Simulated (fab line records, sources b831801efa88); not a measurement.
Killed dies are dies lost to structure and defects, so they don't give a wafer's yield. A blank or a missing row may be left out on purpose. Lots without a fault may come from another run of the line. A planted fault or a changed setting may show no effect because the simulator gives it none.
One fault seen from 2 desks | flow gf180mcu | each desk has only its own numbers; what lay behind them comes last

THE METROLOGY DESK
What the gauges read, lot by lot, whatever tool the lot ran on: means of the sampled wafers that have a number. A lot is out of limits, marked OUT, if its mean lies more than 4 standard deviations from the usual mean; the brackets give that distance.
Columns: A = V5_CVD_00_THK at GF_V5_THK_MEAS_01, usual 299.5 nm; B = V5_W_RS at GF_V5_RS_MEAS_24, usual 0.3299 ohm/sq; C = V5_W_THK at GF_V5_THK_MEAS_25, usual 356 nm
lot  | first seen here | A     | B                | C
L270 | day 27 11:02    | 302.5 | 0.3285           | 357
L271 | day 27 16:09    | 299.3 | 0.3254           | 361
L273 | day 27 19:04    | 302.7 | 0.3311           | 358
L275 | day 28 17:23    | 295.4 | 0.3327           | 353
L278 | day 29 14:43    | 299.0 | 0.5320 (+67) OUT | 256 (-22) OUT
L280 | day 30 06:50    | 296.9 | 0.5427 (+71) OUT | 254 (-23) OUT
L282 | day 30 13:35    | 298.5 | 0.5382 (+69) OUT | 256 (-22) OUT
L285 | day 31 12:37    | 300.5 | 0.3272           | 356
L286 | day 31 12:58    | 298.6 | 0.3323           | 353
L289 | day 32 13:46    | 300.7 | 0.3266           | 360
L291 | day 32 20:45    | 301.6 | 0.3314           | 354
This desk's finding: out of limits on L278, L280, L282; first on L278, day 30 11:20 (V5_W_RS at GF_V5_RS_MEAS_24). In limits: L270, L271, L273, L275, L285, L286, L289, L291.

THE TOOL OWNER'S DESK: cvd_w-01
The tool's own readings at GF_V5_CVD_23 (deposits W, target thk 350 nm, time 104.9 s): means of the sampled wafers that have a number, for each lot that ran on this tool. A lot is out of limits, marked OUT, if its mean lies more than 4 standard deviations from the usual mean; the brackets give that distance.
Columns: A = heater_power_w at GF_V5_CVD_23, usual 749 W
lot  | first seen here | A
L270 | day 28 07:31    | 680
L271 | day 28 12:46    | 683
L273 | day 28 16:20    | 685
L278 | day 30 11:10    | 672
L280 | day 31 02:07    | 695
L282 | day 31 08:44    | 660
This desk's finding: nothing out of limits on any of the 6 lots.

PUT TOGETHER
The metrology desk could have raised an alarm at day 30 11:20, on L278, L280, L282.
The tool owner's desk saw nothing out of limits.
The tool owner's desk has L278, L280, L282 on record, within its limits.
Of the lots named, all ran GF_V5_CVD_23 on cvd_w-01.

WHAT THE SIMULATOR HAD PUT IN
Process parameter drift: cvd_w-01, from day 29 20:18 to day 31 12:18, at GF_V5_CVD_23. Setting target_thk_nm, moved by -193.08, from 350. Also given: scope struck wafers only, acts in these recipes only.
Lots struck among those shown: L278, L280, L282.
Hours from the fault's start to each desk's first reading out of limits: the metrology desk, 15.
